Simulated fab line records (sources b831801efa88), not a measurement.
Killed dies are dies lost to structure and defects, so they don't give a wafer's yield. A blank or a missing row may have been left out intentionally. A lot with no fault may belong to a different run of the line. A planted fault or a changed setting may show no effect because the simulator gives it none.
Struck lot and sound lot, side by side :: flow gf180mcu :: 17 out of 602 route steps
Sound: the wafers L389.1, L389.4, L389.5. Struck: wafer L405.3 (left out: L405.1, L405.2 of the same lot, which were not struck); the cause appears at the end.
Order at every step that has rows: each side's tool, ch and its chambers, its first start. Under that, the readings that differ: sound wafers :: struck wafers :: difference of the means :: sigmas: that difference in standard deviations of wafers without a fault.
alike: a reading whose means differ by less than 2 such deviations, as well as words and numbers matching on both sides. not compared: withheld readings; readings where some wafer has no value; bounds like >300 that might hide an equal value; numbers whose values overlap and for which the record gives no deviation.
Wherever a step has rows on one side only, a row that says differs or no value, or a row with sigmas, the two part there. Numbers that have no deviation but don't overlap get no sigmas and don't part them. A reading missing from all wafers of one side parts the sides only when that side holds two or more wafers.

first, 4 steps without rows for these wafers: GF_M3_SOFTBAKE_10 (time 60 s); GF_M3_EXPOSE_11 (exposes mask Metal3, target cd 280 nm); GF_M3_PEB_12 (peb time 90 s); GF_M3_DEVELOP_13 (develop time 60 s).
GF_M3_CD_MEAS_14: the cd target is 280 nm.
  struck on cd sem-01, day 28 04:22; sound on cd sem-01, day 23 04:31
  alike: cd nm
GF_M3_OVL_MEAS_15:
  struck on overlay-02, day 28 04:29; sound on overlay-01, day 23 04:38
  alike: M3_OVL
GF_M3_METAL_ETCH_16: etches the open film in Cl2/BCl3, stops on SiO2, target depth 750.8 nm, time 125.1 s.
  sound on rie metal-04 ch 0,1, day 23 04:40; struck on rie metal-04 ch 0, day 28 04:32
reading: throttle valve pct (%)
sound: 28.236 28.238 28.249
struck: 28.214
difference: -0.027
sigmas: -2
  alike: drypump motor current A, mfc cl2 sccm, oes product au
  not compared: rf hours counter h
GF_M3_STRIP_17: strips in O2/N2.
  sound on plasma asher-01 ch 0,1, day 23 04:48; struck on plasma asher-03 ch 1, day 28 04:47
reading: strip time to endpoint s (s)
sound: 7.48 7.54 7.49
struck: 7.39
difference: -0.11
sigmas: -2
  alike: drypump motor current A, heater power w, n2 flow sccm, oes product au
  not compared: rf hours counter h
then, 3 steps without rows for these wafers: GF_M3_STRIP_18 (strips in post etch residue remover, time 1200 s); GF_M3_CLEAN_19 (cleans in DIW); GF_V3_CVD_00 (deposits SiO2, target thk 600 nm, time 100 s).
GF_V3_THK_MEAS_01:
  struck on film metro-01, day 28 05:26; sound on film metro-02, day 23 05:25
  alike: V3_CVD_00_THK
GF_V3_CVD_02: deposits SiO2 from TEOS, target thk 850 nm, time 94.851 s.
  sound on pecvd-02 ch 1,2, day 23 05:29; struck on pecvd-03 ch 1, day 28 05:30
reading: run length s (s)
sound: 124.5 124.2 122.5
struck: 136.2
difference: +12.5
sigmas: +22

reading: model.SiO2_of_V3_CVD_02.thk nm (nm)
sound: 836.4 857.5 850.7
struck: 960.2
difference: +112.0
sigmas: 
  alike: heater power w
GF_V3_THK_MEAS_03:
  struck on film metro-04, day 28 05:48; sound on film metro-02, day 23 05:33
reading: V3_CVD_02_THK (nm)
sound: 836 858 851
struck: 960
difference: +112
sigmas: +9
  not compared: hold
GF_V3_CMP_04: polishes SiO2.
  sound on cmp-02 ch 0,1,3, day 23 05:43; struck on cmp-02 ch 0, day 28 11:02
reading: hold
sound: - - -
struck: await dispo/4.5h/release
difference: no value on the sound wafers
sigmas: 

reading: time to endpoint s (s)
sound: 82 86 85
struck: 115
difference: +31
sigmas: +5
  alike: head pressure psi, motor current A, slurry flow ml min
GF_V3_BOW_MEAS_05:
  struck on film metro-01, day 28 11:20; sound on film metro-04, day 23 05:55
  alike: V3_BOW
GF_PASSIVATION_PROBE_99:
  the record holds rows for the sound wafers here (prober-02, day 30 12:27) but none for the struck ones

== WHERE THEY PART ==
First at GF_M3_METAL_ETCH_16; last, within this record, at GF_PASSIVATION_PROBE_99.

WHY: what had been put in by the simulator
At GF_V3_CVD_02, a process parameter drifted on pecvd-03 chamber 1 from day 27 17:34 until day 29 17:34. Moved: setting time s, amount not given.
